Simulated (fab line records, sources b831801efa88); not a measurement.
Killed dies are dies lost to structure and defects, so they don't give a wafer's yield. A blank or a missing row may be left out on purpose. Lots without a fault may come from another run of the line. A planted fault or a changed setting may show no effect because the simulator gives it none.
fab line records | flow sky130
record lots=24 wafers=72 last_day=50
route steps=708 shown VT_ADJUST_LVTN@106 SPACER@306 LI_CONTACT@364 CONTACT@411 VIA1@460
lots that met no fault: from a run of the same line without faults
start_h: hours from the record's first day to the start of the lot's first wafer shown | wait_h: hours since the lot's step before | " the same as in the row above | L1.1+2: a row that stands for several wafers | - no value, or no start given | * or withheld: withheld | < > ~ a bound
route shown NAME@n: a module of which the file shows steps, and the number in the route of the first | usual: mean/standard deviation of fault-free wafers | same: alike in all rows | chamber/n: place in a boat | sites: the reading at each site | _std_site: their standard deviation | _edge_site: outer sites' mean less inner sites' | radius_mm: how far each site lies from the wafer's centre | mask NAME#n: copy n | behind: the tool/chamber that last shaped the wafer | hold: why the lot was held/for how many hours/how that ended | device: the transistor (n, p or np) that didn't switch | end of line: the same wafers' tests at the end of the route | a step without rows: its recipe alone | killed: dies lost to structure and defects at the first sort, not the wafer's yield | map: a wafer's dies, x killed, . not, _ none there
set.NAME: the setting as run; set.NAME@STEP: as run at that earlier step | model.NAME: the simulator's own value behind a step, which no gauge read
steps of the route over a sample of lots; a table a step, a row a wafer
services: from which hour (start_h, from the record's first day; less than 0 if before it) a tool's chamber was out of use, for how many hours, and why
## steps
# step SKY_VT_ADJUST_LVTN_STRIP_09
# recipe chemistry=O2/N2 power_w=1400 pressure_mtorr=1500 platen_temp_c=withheld o2_flow_sccm=3000 n2_flow_sccm=300 overash_fraction=0.5
# usual drypump_motor_current_A=5.6/0.46 oes_product_au=0.722/0.0042 strip_time_to_endpoint_s=36.94/0.092
# columns lot.wafer tool chamber start_h wait_h drypump_motor_current_A oes_product_au rf_hours_counter_h strip_time_to_endpoint_s
L075.1 plasma_asher-04 0 150.14 0.1 5.5 0.724 3 36.91
L075.4 " 1 " " 5.4 0.725 - 37.05
L075.5 " 0 " " 5.6 0.726 - 36.96
L074.3 plasma_asher-01 1 151.76 0.1 4.7 0.721 - 36.85
L074.4 " 0 " " 5.9 0.722 - 36.75
L074.6 " 0 " " 5.9 0.725 - 37.06
L076.1 plasma_asher-04 1 154.55 0.1 5.3 0.723 4 37.05
L076.4 " 1 " " 5.3 0.716 - 36.91
L076.6 " 1 " " 5.3 0.719 - 36.97
L077.2 plasma_asher-01 1 156.70 0.1 4.7 0.723 49 36.99
L077.3 " 1 " " 4.7 0.726 - 36.99
L077.6 " 1 " " 4.7 0.721 - 37.07
L078.3 plasma_asher-02 0 161.29 0.1 6.1 0.726 - 36.94
L078.4 " 1 " " 5.8 0.722 - 36.87
L078.5 " 0 " " 6.1 0.718 - 36.85
L079.1 plasma_asher-02 1 171.83 0.1 5.8 0.725 35 37.09
L079.3 " 0 " " 6.1 0.724 - 37.04
L079.5 " 1 " " 5.8 0.724 - 37.08
L080.2 plasma_asher-01 0 182.13 0.1 5.8 0.719 51 36.80
L080.5 " 0 " " 5.9 0.719 - 36.83
L080.6 " 1 " " 4.7 0.725 - 36.75
L081.1 plasma_asher-04 0 191.10 0.1 5.6 0.721 7 36.76
L081.2 " 1 " " 5.3 0.721 7 36.76
L081.5 " 1 " " 5.3 0.725 - 36.87
L082.4 plasma_asher-02 1 201.04 0.1 5.8 0.723 - 36.96
L082.5 " 1 " " 5.8 0.716 - 36.91
L082.6 " 0 " " 6.1 0.723 - 37.01
L083.1 plasma_asher-02 0 209.28 0.1 6.1 0.716 39 36.99
L083.3 " 0 " " 6.1 0.717 - 37.01
L083.5 " 0 " " 6.1 0.723 - 36.91
L084.1 plasma_asher-02 0 211.18 0.1 6.1 0.720 39 36.90
L084.2 " 1 " " 5.8 0.716 39 36.77
L084.6 " 0 " " 6.1 0.718 - 36.93
L085.1 plasma_asher-01 1 222.43 0.1 4.7 0.725 55 36.91
L085.2 " 0 " " 5.9 0.718 55 36.81
L085.3 " 0 " " 5.8 0.723 - 36.82
L086.1 plasma_asher-02 1 224.44 0.1 5.7 0.726 41 36.95
L086.4 " 0 " " 6.1 0.728 - 36.91
L086.6 " 0 " " 6.1 0.724 - 36.97
L087.3 plasma_asher-04 0 235.89 0.1 5.5 0.729 - 36.97
L087.5 " 0 " " 5.5 0.731 - 37.04
L087.6 " 1 " " 5.3 0.721 - 36.89
L089.2 plasma_asher-02 1 239.43 0.1 5.7 0.718 42 36.96
L089.3 " 0 " " 6.1 0.722 - 37.01
L089.6 " 1 " " 5.8 0.724 - 36.91
L088.1 plasma_asher-04 0 239.89 0.1 5.5 0.724 12 36.97
L088.3 " 0 " " 5.5 0.722 - 37.02
L088.4 " 1 " " 5.3 0.726 - 37.03
L090.1 plasma_asher-01 1 248.65 0.1 4.7 0.726 58 36.93
L090.2 " 0 " " 5.9 0.727 58 36.96
L090.6 " 1 " " 4.8 0.722 - 36.86
L091.1 plasma_asher-04 1 254.94 0.1 5.3 0.730 13 36.97
L091.5 " 1 " " 5.3 0.717 - 36.89
L091.6 " 0 " " 5.6 0.718 - 36.96
L092.2 plasma_asher-01 0 262.45 0.1 5.8 0.724 59 36.88
L092.4 " 1 " " 4.7 0.723 - 36.81
L092.6 " 0 " " 5.9 0.722 - 36.81
L093.3 plasma_asher-02 0 268.53 0.1 6.1 0.726 - 36.92
L093.4 " 1 " " 5.8 0.728 - 36.89
L093.6 " 1 " " 5.8 0.724 - 36.90
L094.2 plasma_asher-04 1 274.15 0.1 5.3 0.723 15 37.11
L094.3 " 1 " " 5.3 0.731 - 36.99
L094.5 " 0 " " 5.5 0.727 - 37.03
L095.2 plasma_asher-01 1 275.94 0.1 4.7 0.715 61 37.10
L095.3 " 0 " " 5.9 0.736 - 37.00
L095.5 " 1 " " 4.8 0.721 - 37.02
L096.1 plasma_asher-01 0 283.15 0.1 5.8 0.721 61 37.07
L096.3 " 1 " " 4.8 0.724 - 37.09
L096.4 " 0 " " 5.8 0.720 - 37.05
L097.1 plasma_asher-01 0 290.94 0.1 5.9 0.721 62 37.01
L097.2 " 1 " " 4.8 0.719 62 37.01
L097.4 " 1 " " 4.8 0.728 - 37.08
# step SKY_SPACER_ETCHBACK_02
# recipe chemistry=CH3F/O2 target=Si3N4 stop_on=SiO2 source_w=400 bias_w=80 pressure_mtorr=25 ch3f_flow_sccm=40 O2_flow_sccm=30 time_s=46.7 target_depth_a=450
# usual drypump_motor_current_A=5.9/0.47 oes_product_au=0.854/0.007 throttle_valve_pct=10.562/0.009
# columns lot.wafer tool chamber start_h wait_h drypump_motor_current_A oes_product_au rf_hours_counter_h throttle_valve_pct
L075.1 rie_diel-01 3 538.16 0.1 6.2 0.848 1 10.571
L075.4 " 2 " " 4.7 0.845 43 10.557
L075.5 " 3 " " 6.2 0.842 - 10.584
L074.3 rie_diel-01 2 540.41 0.0 4.7 0.851 43 10.557
L074.4 " 1 " " 6.4 0.848 7 10.558
L074.6 " 0 " " 5.7 0.852 - 10.563
L076.1 rie_diel-04 0 546.59 0.1 5.6 0.867 66 10.558
L076.4 " 1 " " 5.5 0.852 - 10.562
L076.6 " 0 " " 5.6 0.843 - 10.559
L077.2 rie_diel-02 0 547.79 0.0 5.8 0.847 57 10.551
L077.3 " 1 " " 6.3 0.845 3 10.560
L077.6 " 1 " " 6.3 0.851 - 10.553
L078.3 rie_diel-02 2 554.26 0.0 6.0 0.850 0 10.558
L078.4 " 1 " " 6.3 0.864 3 10.548
L078.5 " 3 " " 6.0 0.858 - 10.556
L079.1 rie_diel-04 2 568.32 0.1 5.6 0.850 0 10.565
L079.3 " 0 " " 5.5 0.856 66 10.573
L079.5 " 1 " " 5.5 0.847 - 10.553
L080.2 rie_diel-04 1 580.14 0.0 5.5 0.856 9 10.551
L080.5 " 3 " " 6.6 0.847 - 10.568
L080.6 " 2 " " 5.6 0.859 - 10.560
L081.1 rie_diel-01 2 594.01 0.1 4.7 0.853 44 10.562
L081.2 " 3 " " 6.2 0.856 3 10.556
L081.5 " 3 " " 6.2 0.858 - 10.557
L082.4 rie_diel-04 2 607.27 0.0 5.6 0.856 1 10.556
L082.5 " 0 " " 5.6 0.857 - 10.561
L082.6 " 3 " " 6.6 0.851 - 10.564
L084.1 rie_diel-04 2 621.09 0.1 5.6 0.864 1 10.573
L084.2 " 1 " " 5.5 0.844 10 10.578
L084.6 " 3 " " 6.6 0.850 - 10.569
L083.1 rie_diel-01 0 624.48 0.1 5.7 0.848 28 10.555
L083.3 " 3 " " 6.2 0.857 3 10.565
L083.5 " 0 " " 5.7 0.851 - 10.543
L085.1 rie_diel-02 3 631.60 0.1 6.0 0.850 60 10.564
L085.2 " 0 " " 5.8 0.852 58 10.565
L085.3 " 1 " " 6.3 0.843 4 10.566
L086.1 rie_diel-02 2 636.89 0.1 6.0 0.862 2 10.558
L086.4 " 1 " " 6.3 0.861 5 10.565
L086.6 " 1 " " 6.3 0.856 - 10.567
L087.3 rie_diel-04 2 651.34 0.0 5.6 0.867 2 10.557
L087.5 " 1 " " 5.5 0.860 - 10.561
L087.6 " 2 " " 5.6 0.853 - 10.556
L088.1 rie_diel-04 3 654.67 0.1 6.7 0.858 10 10.568
L088.3 " 2 " " 5.6 0.863 2 10.569
L088.4 " 1 " " 5.5 0.865 11 10.557
L089.2 rie_diel-04 2 657.05 0.0 5.6 0.858 2 10.568
L089.3 " 1 " " 5.5 0.853 11 10.562
L089.6 " 2 " " 5.6 0.858 - 10.552
L090.1 rie_diel-04 2 667.96 0.1 5.6 0.847 2 10.544
L090.2 " 1 " " 5.5 0.859 11 10.589
L090.6 " 1 " " 5.5 0.860 - 10.552
L091.1 rie_diel-02 1 674.67 0.1 6.3 0.858 5 10.560
L091.5 " 2 " " 6.0 0.850 - 10.566
L091.6 " 3 " " 6.0 0.851 - 10.551
L092.2 rie_diel-01 0 681.06 0.0 5.7 0.845 30 10.554
L092.4 " 3 " " 6.2 0.841 4 10.559
L092.6 " 3 " " 6.2 0.855 - 10.564
L093.3 rie_diel-04 3 692.82 0.0 6.6 0.843 11 10.575
L093.4 " 2 " " 5.6 0.858 3 10.556
L093.6 " 3 " " 6.7 0.851 - 10.569
L094.2 rie_diel-04 0 695.07 0.0 5.6 0.856 1 10.567
L094.3 " 1 " " 5.5 0.849 12 10.563
L094.5 " 3 " " 6.6 0.860 - 10.560
L095.2 rie_diel-02 2 698.04 0.0 6.0 0.850 4 10.551
L095.3 " 1 " " 6.3 0.853 6 10.551
L095.5 " 0 " " 5.8 0.852 - 10.551
L096.1 rie_diel-02 1 714.31 0.1 6.3 0.865 7 10.553
L096.3 " 0 " " 5.8 0.862 1 10.562
L096.4 " 2 " " 6.0 0.867 - 10.563
L097.1 rie_diel-04 3 719.25 0.1 6.7 0.861 11 10.583
L097.2 " 2 " " 5.6 0.858 3 10.554
L097.4 " 1 " " 5.5 0.867 12 10.567
# step SKY_LI_CONTACT_CMP_02
# recipe material=PSG down_force_psi=4 platen_rpm=60 pad_velocity_m_s=0.94248
# usual motor_current_A=12.4/1.3 slurry_flow_ml_min=150.0/0.47 time_to_endpoint_s=32.4/2.9
# columns lot.wafer tool chamber start_h wait_h motor_current_A slurry_flow_ml_min time_to_endpoint_s
L075.1 cmp-02 1 659.43 0.1 15.1 149.8 36.2
L075.4 " 2 " " 11.7 150.9 34.9
L075.5 " 1 " " 14.8 150.2 35.9
L074.3 cmp-01 2 662.41 0.0 13.8 149.5 31.6
L074.4 " 1 " " 12.8 150.1 26.8
L074.6 " 2 " " 14.2 149.4 31.8
L076.1 cmp-02 0 667.41 0.1 11.9 150.1 37.1
L076.4 " 1 " " 14.6 149.3 37.1
L076.6 " 3 " " 11.4 149.5 35.7
L077.2 cmp-01 3 668.21 0.0 11.8 150.2 38.5
L077.3 " 0 " " 12.3 149.8 32.4
L077.6 " 3 " " 11.0 150.2 38.4
L078.3 cmp-02 2 674.72 0.1 11.2 150.2 37.6
L078.4 " 3 " " 11.9 149.8 35.5
L078.5 " 2 " " 11.7 149.8 35.8
L079.3 cmp-01 3 688.14 0.3 10.8 150.2 30.1
L079.1 " 0 " " 12.4 150.0 28.7
L079.5 " 3 " " 12.1 150.1 31.1
L080.2 cmp-01 2 700.36 0.0 13.5 150.1 34.8
L080.5 " 2 " " 13.2 150.3 36.5
L080.6 " 3 " " 10.8 149.1 35.5
L081.1 cmp-02 3 711.88 0.1 11.6 149.8 36.0
L081.2 " 0 " " 11.9 150.0 32.2
L081.5 " 1 " " 15.0 150.2 31.2
L082.4 cmp-02 2 724.48 0.2 11.5 150.1 34.4
L082.5 " 3 " " 11.4 150.8 33.3
L082.6 " 0 " " 11.0 150.3 33.4
L084.2 cmp-02 1 736.91 0.0 15.4 149.1 29.1
L084.1 " 2 " " 11.6 149.6 29.3
L084.6 " 1 " " 14.8 149.4 29.6
L083.3 cmp-01 2 743.02 0.1 13.7 150.0 31.9
L083.1 " 0 " " 11.5 149.9 29.3
L083.5 " 2 " " 13.3 149.5 34.6
L085.1 cmp-01 1 748.03 0.1 11.7 149.0 26.3
L085.3 " 2 " " 13.4 149.7 30.0
L085.2 " 0 " " 11.6 149.8 32.4
L086.4 cmp-01 2 754.07 0.1 13.5 149.7 27.6
L086.1 " 3 " " 11.1 149.8 32.8
L086.6 " 1 " " 12.0 149.2 27.4
L087.3 cmp-02 3 765.61 0.0 11.5 149.7 34.2
L087.5 " 3 " " 11.2 150.2 31.5
L087.6 " 0 " " 12.4 150.5 30.0
L088.1 cmp-01 2 770.79 0.1 13.8 149.8 32.5
L088.3 " 3 " " 11.3 150.1 33.7
L088.4 " 0 " " 12.1 149.8 32.8
L089.2 cmp-01 3 772.49 0.0 11.5 150.3 33.8
L089.3 " 2 " " 14.1 150.0 31.6
L089.6 " 3 " " 11.6 150.5 36.2
L090.1 cmp-02 3 784.03 0.1 11.1 150.1 32.3
L090.2 " 2 " " 11.2 149.9 35.2
L090.6 " 0 " " 11.9 149.9 33.1
L091.1 cmp-01 0 789.37 0.2 11.9 149.2 30.3
L091.5 " 0 " " 12.8 150.1 31.4
L091.6 " 1 " " 12.5 150.6 27.3
L092.2 cmp-02 0 794.32 0.0 11.7 150.3 33.8
L092.4 " 3 " " 11.7 149.7 32.1
L092.6 " 0 " " 11.8 150.5 32.8
L093.4 cmp-01 3 804.42 0.0 11.3 150.2 33.8
L093.3 " 2 " " 13.0 149.6 31.8
L093.6 " 3 " " 11.5 150.3 33.1
L094.2 cmp-02 0 806.81 0.0 12.6 150.6 35.4
L094.3 " 1 " " 14.7 149.9 35.1
L094.5 " 1 " " 15.4 149.6 30.7
L095.2 cmp-01 0 811.58 0.0 12.4 150.4 34.4
L095.3 " 1 " " 12.6 150.1 26.9
L095.5 " 0 " " 13.1 150.2 30.0
L096.3 cmp-02 1 825.87 0.0 15.6 150.6 32.5
L096.4 " 3 " " 11.1 150.7 32.3
L096.1 " 0 " " 11.8 149.8 31.3
L097.2 cmp-02 3 828.98 0.0 11.5 151.2 32.9
L097.4 " 0 " " 11.2 150.0 32.2
L097.1 " 1 " " 15.0 150.0 29.0
# step SKY_LI_CONTACT_CMP_24
# recipe stop_on=PSG t_overpolish_s=20 down_force_psi=3.5 platen_rpm=60 target_thk_nm=0 pad_velocity_m_s=0.94248
# usual motor_current_A=11.4/1.2 overpolish_run_s=20.000/0.0092 slurry_flow_ml_min=150.0/0.48 time_to_endpoint_s=96/3.7
# same t_overpolish_s=20
# columns lot.wafer tool chamber start_h wait_h motor_current_A overpolish_run_s slurry_flow_ml_min time_to_endpoint_s
L075.4 cmp-02 1 689.85 0.1 14.1 19.985 150.0 102
L075.1 " 3 " " 10.7 19.984 150.0 98
L075.5 " 0 " " 10.5 19.984 149.0 97
L074.3 cmp-01 0 692.42 0.1 11.8 19.996 150.0 94
L074.4 " 2 " " 13.0 20.011 149.3 96
L074.6 " 0 " " 11.5 19.994 149.8 94
L076.4 cmp-01 1 697.60 0.1 11.5 20.001 150.2 90
L076.1 " 2 " " 12.2 19.988 150.3 95
L076.6 " 0 " " 11.5 20.001 149.8 97
L077.3 cmp-02 1 698.90 0.1 13.1 19.993 150.1 98
L077.2 " 2 " " 10.1 20.005 149.9 98
L077.6 " 0 " " 10.7 20.019 149.7 100
L078.3 cmp-02 0 704.37 0.1 10.9 19.996 149.3 98
L078.4 " 1 " " 14.8 19.982 150.2 95
L078.5 " 0 " " 10.9 19.990 150.6 99
L079.3 cmp-01 0 717.80 0.1 10.9 19.994 149.9 95
L079.1 " 2 " " 12.3 20.011 150.3 95
L079.5 " 3 " " 10.5 19.990 149.6 100
L080.2 cmp-02 1 730.29 0.2 13.5 20.003 150.3 98
L080.6 " 2 " " 10.6 20.005 150.6 100
L080.5 " 3 " " 10.5 20.000 150.0 100
L081.1 cmp-01 1 741.65 0.1 11.5 20.008 149.4 88
L081.2 " 3 " " 10.3 20.004 149.6 102
L081.5 " 2 " " 12.9 19.996 149.5 96
L082.4 cmp-02 0 753.69 0.1 11.2 20.005 149.7 97
L082.6 " 2 " " 10.3 19.992 149.6 99
L082.5 " 3 " " 10.2 19.992 150.0 95
L084.2 cmp-01 3 766.20 0.0 10.0 19.996 150.2 96
L084.1 " 2 " " 12.9 19.998 150.1 94
L084.6 " 3 " " 10.3 19.993 150.5 94
L083.3 cmp-02 0 772.75 0.0 10.6 19.982 149.7 99
L083.1 " 2 " " 10.8 19.995 150.3 98
L083.5 " 0 " " 10.7 20.005 149.9 97
L085.3 cmp-02 2 776.89 0.0 9.8 19.998 150.1 95
L085.2 " 3 " " 10.7 19.986 151.4 98
L085.1 " 0 " " 10.7 20.012 150.2 96
L086.4 cmp-02 2 782.94 0.0 11.0 20.010 150.4 96
L086.1 " 3 " " 10.9 20.017 149.8 96
L086.6 " 3 " " 10.2 19.999 150.0 95
L087.3 cmp-01 0 794.69 0.2 10.9 19.996 150.2 92
L087.6 " 2 " " 12.4 20.002 150.2 91
L087.5 " 3 " " 10.2 19.999 149.6 101
L088.4 cmp-02 3 799.10 0.0 10.5 20.015 150.0 97
L088.1 " 0 " " 10.7 20.007 150.5 98
L088.3 " 2 " " 10.1 19.996 150.7 96
L089.3 cmp-02 0 800.64 0.0 10.3 19.996 149.0 92
L089.2 " 3 " " 10.5 20.008 149.9 96
L089.6 " 1 " " 14.1 20.015 149.4 89
L090.1 cmp-02 3 812.14 0.1 10.8 20.002 149.9 98
L090.2 " 1 " " 14.0 19.999 149.3 94
L090.6 " 2 " " 9.9 19.986 150.4 96
L091.1 cmp-02 3 816.89 0.3 10.5 19.997 149.6 97
L091.5 " 0 " " 11.6 20.006 150.1 99
L091.6 " 1 " " 14.5 20.006 149.3 95
L092.2 cmp-02 1 821.62 0.1 14.3 19.996 149.1 96
L092.4 " 2 " " 10.8 19.986 149.2 99
L092.6 " 1 " " 14.6 20.000 149.4 98
L093.3 cmp-01 2 832.07 0.0 12.0 20.004 150.4 96
L093.4 " 3 " " 10.6 19.999 150.3 94
L093.6 " 2 " " 12.8 19.992 150.0 94
L094.3 cmp-01 0 834.49 0.2 10.7 20.006 149.9 92
L094.2 " 1 " " 10.6 19.989 149.3 88
L094.5 " 0 " " 11.1 20.003 149.5 93
L095.3 cmp-01 1 838.99 0.0 11.9 20.005 149.6 89
L095.2 " 2 " " 12.0 20.011 150.7 93
L095.5 " 1 " " 10.8 20.010 149.7 90
L096.1 cmp-01 1 852.13 0.1 11.3 19.992 150.2 86
L096.4 " 2 " " 13.0 19.983 149.4 93
L096.3 " 3 " " 10.3 20.000 149.3 92
L097.4 cmp-01 2 856.44 0.0 12.3 19.994 150.4 92
L097.1 " 3 " " 10.4 19.996 150.0 95
L097.2 " 1 " " 11.0 19.995 149.5 87
# step SKY_CONTACT_BOW_MEAS_05
# recipe mode=bow
# usual CONTACT_BOW=81/6.5
# columns lot.wafer tool chamber start_h wait_h CONTACT_BOW[um]
L075.1 film_metro-03 - 719.95 0.2 87
L075.4 " - " " 85
L075.5 " - " " 89
L074.3 film_metro-01 - 722.69 0.2 79
L074.4 " - " " 80
L074.6 " - " " 85
L076.1 film_metro-04 - 727.71 0.2 86
L076.4 " - " " 82
L076.6 " - " " 88
L077.2 film_metro-01 - 728.68 0.1 74
L077.3 " - " " 85
L077.6 " - " " 92
L078.3 film_metro-03 - 735.14 0.1 82
L078.4 " - " " 95
L078.5 " - " " 81
L079.1 film_metro-03 - 747.73 0.1 75
L079.3 " - " " 76
L079.5 " - " " 85
L080.2 film_metro-04 - 760.34 0.3 80
L080.5 " - " " 80
L080.6 " - " " 72
L081.1 film_metro-01 - 771.35 0.1 88
L081.2 " - " " 85
L081.5 " - " " 88
L082.4 film_metro-04 - 782.83 0.2 73
L082.5 " - " " 90
L082.6 " - " " 74
L084.1 film_metro-04 - 795.21 0.1 74
L084.2 " - " " 77
L084.6 " - " " 84
L083.1 film_metro-01 - 801.31 0.1 87
L083.3 " - " " 94
L083.5 " - " " 87
L085.1 film_metro-04 - 805.36 0.1 87
L085.2 " - " " 67
L085.3 " - " " 76
L086.1 film_metro-03 - 811.12 0.2 83
L086.4 " - " " 75
L086.6 " - " " 80
L087.3 film_metro-03 - 822.21 0.2 83
L087.5 " - " " 74
L087.6 " - " " 78
L088.1 film_metro-03 - 826.84 0.2 88
L088.3 " - " " 75
L088.4 " - " " 92
L089.2 film_metro-04 - 828.39 0.2 74
L089.3 " - " " 84
L089.6 " - " " 74
L090.1 film_metro-01 - 839.93 0.2 79
L090.2 " - " " 88
L090.6 " - " " 83
L091.1 film_metro-01 - 844.27 0.1 96
L091.5 " - " " 86
L091.6 " - " " 88
L092.2 film_metro-01 - 849.29 0.3 84
L092.4 " - " " 87
L092.6 " - " " 91
L093.3 film_metro-04 - 859.54 0.2 92
L093.4 " - " " 87
L093.6 " - " " 91
L094.2 film_metro-01 - 861.40 0.3 78
L094.3 " - " " 82
L094.5 " - " " 86
L095.2 film_metro-03 - 867.05 0.3 77
L095.3 " - " " 89
L095.5 " - " " 90
L096.1 film_metro-01 - 879.45 0.2 79
L096.3 " - " " 86
L096.4 " - " " 91
L097.1 film_metro-01 - 883.58 0.1 79
L097.2 " - " " 83
L097.4 " - " " 73
# step SKY_VIA1_CMP_02
# recipe material=SiO2 down_force_psi=4 platen_rpm=60 pad_velocity_m_s=0.94248
# usual motor_current_A=12.3/1.3 slurry_flow_ml_min=150.0/0.49
# columns lot.wafer tool chamber start_h wait_h motor_current_A slurry_flow_ml_min
L075.4 cmp-01 3 779.49 0.1 11.0 150.1
L075.1 " 1 " " 11.7 150.2
L075.5 " 3 " " 10.4 149.7
L074.4 cmp-02 1 782.05 0.0 14.6 149.7
L074.3 " 3 " " 11.4 150.2
L074.6 " 2 " " 11.5 149.7
L076.4 cmp-01 2 787.55 0.1 13.0 149.2
L076.1 " 3 " " 11.2 149.8
L076.6 " 2 " " 13.5 149.7
L077.2 cmp-02 3 788.44 0.1 10.9 149.5
L077.3 " 0 " " 11.1 150.2
L077.6 " 1 " " 15.3 150.8
L078.3 cmp-01 3 794.29 0.0 11.4 150.7
L078.4 " 2 " " 13.8 150.2
L078.5 " 0 " " 11.3 148.9
L079.3 cmp-02 0 804.13 0.1 11.7 149.8
L079.1 " 1 " " 16.1 150.6
L079.5 " 2 " " 11.7 150.1
L080.2 cmp-02 1 817.14 0.2 14.1 149.3
L080.5 " 3 " " 11.8 150.3
L080.6 " 0 " " 11.5 149.4
L081.1 cmp-01 2 827.34 0.1 12.8 150.1
L081.2 " 3 " " 11.2 149.9
L081.5 " 2 " " 13.8 150.4
L082.4 cmp-02 1 838.17 0.5 14.3 150.1
L082.5 " 2 " " 11.1 150.3
L082.6 " 3 " " 11.6 150.6
L084.2 cmp-01 1 849.60 0.1 12.3 150.7
L084.1 " 3 " " 11.8 149.6
L084.6 " 0 " " 12.5 149.6
L083.3 cmp-02 3 855.81 0.0 10.8 148.7
L083.1 " 1 " " 15.1 149.9
L083.5 " 0 " " 11.6 149.8
L085.1 cmp-02 2 859.49 0.1 11.4 150.4
L085.3 " 0 " " 12.2 150.2
L085.2 " 1 " " 15.3 150.0
L086.4 cmp-02 1 865.75 0.0 14.9 151.1
L086.1 " 2 " " 11.6 149.6
L086.6 " 1 " " 15.5 150.3
L087.3 cmp-01 1 876.77 0.2 12.5 149.8
L087.5 " 2 " " 13.5 149.7
L087.6 " 3 " " 11.6 150.4
L088.1 cmp-01 0 881.22 0.1 12.7 149.7
L088.3 " 2 " " 13.4 149.5
L088.4 " 3 " " 11.3 150.3
L089.2 cmp-01 1 882.80 0.1 12.4 149.8
L089.3 " 2 " " 12.8 150.4
L089.6 " 3 " " 11.2 149.9
L090.1 cmp-02 0 893.25 0.1 11.3 150.1
L090.2 " 1 " " 15.0 148.8
L090.6 " 2 " " 11.5 150.7
L091.1 cmp-02 0 897.68 0.2 12.0 149.6
L091.5 " 1 " " 15.2 150.3
L091.6 " 2 " " 11.1 149.6
L092.2 cmp-02 0 902.28 0.0 11.8 150.2
L092.4 " 1 " " 15.5 150.0
L092.6 " 1 " " 15.8 150.3
L093.3 cmp-02 0 911.62 0.1 12.0 150.0
L093.4 " 1 " " 14.8 150.3
L093.6 " 3 " " 11.8 150.4
L094.3 cmp-02 2 914.05 0.1 11.2 150.6
L094.2 " 3 " " 11.6 150.0
L094.5 " 1 " " 15.6 151.1
L095.2 cmp-01 0 919.80 0.1 12.4 149.6
L095.3 " 2 " " 13.4 150.3
L095.5 " 3 " " 10.4 148.8
L096.1 cmp-02 3 931.78 0.1 11.8 150.3
L096.4 " 0 " " 12.5 149.3
L096.3 " 1 " " 15.1 150.0
L097.4 cmp-01 1 935.95 0.0 12.2 149.9
L097.2 " 2 " " 14.0 150.8
L097.1 " 0 " " 12.5 150.3
## services
# columns tool chamber start_h hours kind
cmp-02 - 131.46 4.8 repair
cmp-02 - 208.98 4.5 repair
cmp-01 - 232.00 4.0 pm
cmp-02 - 242.66 0.7 repair
cmp-02 - 246.35 2.2 repair
cmp-02 - 248.55 4.4 pm
cmp-01 - 266.95 0.9 repair
cmp-01 - 273.56 1.1 repair
cmp-02 - 292.17 4.0 pm
cmp-02 - 333.23 1.0 repair
cmp-02 - 347.66 10.7 repair
cmp-02 - 404.19 4.0 pm
cmp-02 - 457.51 2.7 repair
cmp-02 - 490.25 0.6 repair
cmp-02 - 520.52 2.3 repair
cmp-02 - 593.38 37.1 repair
cmp-02 - 593.81 0.5 repair
cmp-02 - 661.01 5.8 pm
cmp-02 - 684.89 3.4 repair
cmp-02 - 719.18 0.3 repair
cmp-02 - 744.19 4.0 pm
cmp-02 - 817.53 0.3 repair
cmp-02 - 872.72 0.3 repair
cmp-02 - 902.63 3.3 pm
## key
fault none
